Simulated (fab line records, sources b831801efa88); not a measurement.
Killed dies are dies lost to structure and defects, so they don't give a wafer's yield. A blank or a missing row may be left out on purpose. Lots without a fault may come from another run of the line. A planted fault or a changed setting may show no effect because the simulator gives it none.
Tool commonality check | flow sky130 | 12 lots, 36 wafers sampled

WHY IT WAS OPENED
At SKY_SPACER_THK_MEAS_01 the reading SPACER_CVD_00_THK is flagged on 4 of 12 lots. Wafers without a fault read 42.9 nm, standard deviation 0.43.
Rule: a lot is flagged when every wafer of it that has a number lies more than 4 standard deviations from that mean, or none has a number. The other lots count as sound.

lot  | measured     | on            | SPACER_CVD_00_THK (nm), wafer by wafer | flag
L602 | day 23 04:13 | film_metro-02 | 42.6 42.2 42.1                         |
L603 | day 23 09:32 | film_metro-03 | 42.5 42.2 42.4                         |
L604 | day 23 17:40 | film_metro-01 | 42.5 42.8 42.6                         |
L605 | day 24 02:35 | film_metro-02 | 42.7 42.2 42.5                         |
L606 | day 24 15:23 | film_metro-03 | 43.5 43.1 43.5                         |
L611 | day 26 17:11 | film_metro-01 | 43.9 43.5 43.8                         |
L614 | day 27 06:31 | film_metro-03 | 43.0 43.0 42.9                         |
L615 | day 27 11:44 | film_metro-02 | 43.4 43.3 43.5                         |
L617 | day 28 18:05 | film_metro-03 | 36.1 36.1 36.6                         | FLAGGED
L618 | day 28 19:17 | film_metro-03 | 35.6 35.8 35.6                         | FLAGGED
L619 | day 29 03:17 | film_metro-03 | 36.6 36.5 36.7                         | FLAGGED
L620 | day 29 13:49 | film_metro-03 | 36.3 36.5 36.2                         | FLAGGED
The numbers of the flagged lots are 36.2 nm on average: -6.7 nm against the usual, or -16 standard deviations.

WHICH TOOL RAN EACH LOT
The record holds 1 process step before the reading, out of a route of 708 steps. In each cell: the tool, then ch and the chambers that the sampled wafers went through, then the start.
lot  | flag    | SKY_SPACER_CVD_00
L602 |         | lpcvd-02 ch 1, day 23 03:01
L603 |         | lpcvd-02 ch 0, day 23 08:19
L604 |         | lpcvd-02 ch 1, day 23 16:28
L605 |         | lpcvd-02 ch 0, day 24 01:23
L606 |         | lpcvd-02 ch 0, day 24 14:10
L611 |         | lpcvd-02 ch 0, day 26 15:23
L614 |         | lpcvd-02 ch 1, day 27 05:18
L615 |         | lpcvd-02 ch 1, day 27 10:32
L617 | FLAGGED | lpcvd-02 ch 0, day 28 16:52
L618 | FLAGGED | lpcvd-02 ch 0, day 28 18:04
L619 | FLAGGED | lpcvd-02 ch 1, day 29 02:05
L620 | FLAGGED | lpcvd-02 ch 1, day 29 12:35
What these steps do:
- SKY_SPACER_CVD_00: deposits Si3N4 from DCS/NH3, target thk 43.1 nm, time 740 s.
- SKY_SPACER_THK_MEAS_01

FLAGGED OVER TOTAL, TOOL BY TOOL (the gauges that took the reading come last)
step                   | tool          | lots run | flagged | share of the flagged lots | sound lots run after its first flagged lot
SKY_SPACER_CVD_00      | lpcvd-02      | 12       | 4       | all                       | 0
SKY_SPACER_THK_MEAS_01 | film_metro-01 | 2        | 0       | none                      | -
SKY_SPACER_THK_MEAS_01 | film_metro-02 | 3        | 0       | none                      | -
SKY_SPACER_THK_MEAS_01 | film_metro-03 | 7        | 4       | all                       | 0

WHAT THE TABLE ALLOWS
2 rows of the table ran every flagged lot: lpcvd-02 at SKY_SPACER_CVD_00, film_metro-03 at SKY_SPACER_THK_MEAS_01.
- lpcvd-02 at SKY_SPACER_CVD_00: 4 of its 12 lots flagged. Its last sound lot is L615 (day 27 10:32), its first flagged lot L617 (day 28 16:52): a fault that began between those two fits.
- film_metro-03 at SKY_SPACER_THK_MEAS_01: 4 of its 7 lots flagged. Its last sound lot is L614 (day 27 06:31), its first flagged lot L617 (day 28 18:05): a fault that began between those two fits.
Counting lots can't tell these 2 tools apart, because each fits a fault that began at some hour. More lots, or a look at what each step does to the wafer, might.

WHAT THE SIMULATOR HAD PUT IN
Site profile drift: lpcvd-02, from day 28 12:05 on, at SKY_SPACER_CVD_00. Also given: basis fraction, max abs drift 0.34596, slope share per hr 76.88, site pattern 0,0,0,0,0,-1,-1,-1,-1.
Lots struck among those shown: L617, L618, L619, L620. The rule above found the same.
